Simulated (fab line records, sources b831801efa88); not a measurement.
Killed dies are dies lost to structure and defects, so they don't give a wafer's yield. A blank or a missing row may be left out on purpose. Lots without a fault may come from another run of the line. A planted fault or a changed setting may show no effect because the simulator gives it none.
A struck lot beside a sound one | flow gf180mcu | 30 steps out of a route of 602
Sound: wafers L313.1, L313.3, L313.6. Struck: wafer L315.6. (L315.1, L315.2 of the same lot were not struck and are left out.) The cause comes at the end.
At each step with rows: each side's tool, then ch and its chambers, then its first start. Under that, the readings that differ: sound wafers | struck wafers | difference of the means | sigmas: that difference in standard deviations of wafers without a fault.
alike: readings whose means differ by less than 2 such deviations, and words and numbers that are the same on both sides. not compared: withheld readings, readings that some wafer has no value for, bounds like >300 that may hide the same value, and numbers for which the record gives no deviation and whose values overlap.
The two part at a step that has a row with sigmas, a row that says differs or no value, or rows on one side only. Numbers that don't overlap but have no deviation are shown without sigmas and don't part them. A reading that every wafer of one side lacks parts them only if that side has two wafers or more.

first, 3 steps without rows for these wafers: GF_PSD_EXPOSE_04 (exposes mask Pplus, target cd 400 nm); GF_PSD_PEB_05; GF_PSD_DEVELOP_06 (develop time 60 s).
GF_PSD_CD_MEAS_07: target cd 400 nm.
  sound on cd_sem-02, day 16 19:17; struck on cd_sem-01, day 17 16:53
  alike: cd_nm
GF_PSD_OVL_MEAS_08:
  sound on overlay-01, day 16 19:25; struck on overlay-01, day 17 17:00
  alike: PSD_OVL
then, 1 step without rows for these wafers: GF_PSD_IMPLANT_09.
GF_PSD_STRIP_10: strips in O2/N2.
  sound on plasma_asher-04 ch 0,1, day 16 19:36; struck on plasma_asher-02 ch 0, day 17 17:11
  alike: drypump_motor_current_A, heater_power_w, oes_product_au, strip_time_to_endpoint_s
  not compared: rf_hours_counter_h
GF_PSD_TW_MEAS_11:
  sound on film_metro-02, day 16 19:42; struck on film_metro-02, day 17 17:17
  alike: PSD_TW
then, 1 step without rows for these wafers: GF_PSD_CLEAN_12 (cleans in SC1/SC2, time 150 s).
GF_PSD_RTA_13: time 20 s.
  sound on rtp_anneal-02 ch 0, day 16 19:49; struck on rtp_anneal-01 ch 0, day 17 17:24
  reading          | sound                | struck | difference | sigmas
  wafer_temp_C_max | 1028.3 1029.0 1028.4 | 1032.3 | +3.7       | +3
  alike: lamp_power_pct
GF_PSD_RS_MEAS_14: measures by four-point-probe.
  sound on film_metro-01, day 16 19:53; struck on film_metro-01, day 17 17:29
  alike: NSD_RS
GF_PSD_RS_MEAS_15: measures by four-point-probe.
  sound on film_metro-01, day 16 20:01; struck on film_metro-01, day 17 17:36
  alike: PSD_RS
GF_SAB_CVD_00: deposits SiO2 from TEOS, target thk 50 nm, time 4.9302 s.
  sound on pecvd-04 ch 0,1,2, day 16 20:08; struck on pecvd-01 ch 1, day 17 17:43
  reading                              | sound             | struck | difference | sigmas
  model.SiO2_of_SAB_CVD_00.thk_nm (nm) | 49.21 49.72 49.62 | 56.29  | +6.77      |
  alike: heater_power_w
GF_SAB_THK_MEAS_01:
  sound on film_metro-02, day 16 20:09; struck on film_metro-02, day 17 17:44
  reading             | sound          | struck | difference | sigmas
  SAB_CVD_00_THK (nm) | 49.2 49.7 49.6 | 56.3   | +6.8       | +10
then, 7 steps without rows for these wafers: GF_SAB_DEHYDRATE_02 (time 60 s); GF_SAB_HMDS_03 (prime time 60 s); GF_SAB_COAT_04 (resist thk 1000 nm); GF_SAB_SOFTBAKE_05 (time 60 s); GF_SAB_EXPOSE_06 (exposes mask SAB, target cd 420 nm); GF_SAB_PEB_07; GF_SAB_DEVELOP_08 (develop time 60 s).
GF_SAB_CD_MEAS_09: target cd 420 nm.
  sound on cd_sem-01, day 17 18:20; struck on cd_sem-01, day 18 16:47
  alike: cd_nm
GF_SAB_OVL_MEAS_10:
  sound on overlay-02, day 17 18:28; struck on overlay-01, day 18 16:55
  alike: SAB_OVL
GF_SAB_ETCH_11: etches SiO2 in C4F8/O2/Ar, target depth 55 nm, time 8.5 s.
  sound on rie_diel-03 ch 1,2, day 17 18:30; struck on rie_diel-04 ch 0, day 18 16:57
  alike: oes_product_au
  not compared: rf_hours_counter_h
then, 1 step without rows for these wafers: GF_SAB_WET_ETCH_12 (etches SiO2 in dHF, target depth 22 nm, time 440 s).
GF_SAB_STRIP_13: strips in O2/N2.
  sound on plasma_asher-04 ch 0,1, day 17 18:39; struck on plasma_asher-02 ch 0, day 18 17:06
  alike: drypump_motor_current_A, heater_power_w, oes_product_au, strip_time_to_endpoint_s
  not compared: rf_hours_counter_h
then, 1 step without rows for these wafers: GF_SALICIDE_CLEAN_00 (cleans in SC1/SC2, time 150 s).
GF_SALICIDE_WET_ETCH_01: etches SiO2 in dHF, target depth 5 nm, time 100 s.
  sound on wet_bench-01 ch 0, day 17 18:49; struck on wet_bench-01 ch 2, day 18 17:15
  reading                              | sound             | struck | difference | sigmas
  model.SiO2_of_SAB_CVD_00.thk_nm (nm) | 38.43 38.98 38.86 | 45.64  | +6.88      |
  alike: bath_heat_duty_pct
GF_SALICIDE_SPUTTER_02: material Co, target thk 10 nm, time 20 s.
  sound on pvd_sputter-04, day 17 18:50; struck on pvd_sputter-02, day 18 17:17
  alike: throttle_valve_pct
-- the record jumps here: 13 days lie between the struck wafers' starts before and after (it left off in module SALICIDE and takes up again in module PASSIVATION, whose first step shown is number 602 of the route) --
GF_PASSIVATION_PROBE_99:
  the record has rows for the struck wafers here (prober-02, day 31 21:11) and none for the sound ones

WHERE THEY PART
First at GF_PSD_RTA_13; last, within this record, at GF_PASSIVATION_PROBE_99.

WHY: what the simulator had put in
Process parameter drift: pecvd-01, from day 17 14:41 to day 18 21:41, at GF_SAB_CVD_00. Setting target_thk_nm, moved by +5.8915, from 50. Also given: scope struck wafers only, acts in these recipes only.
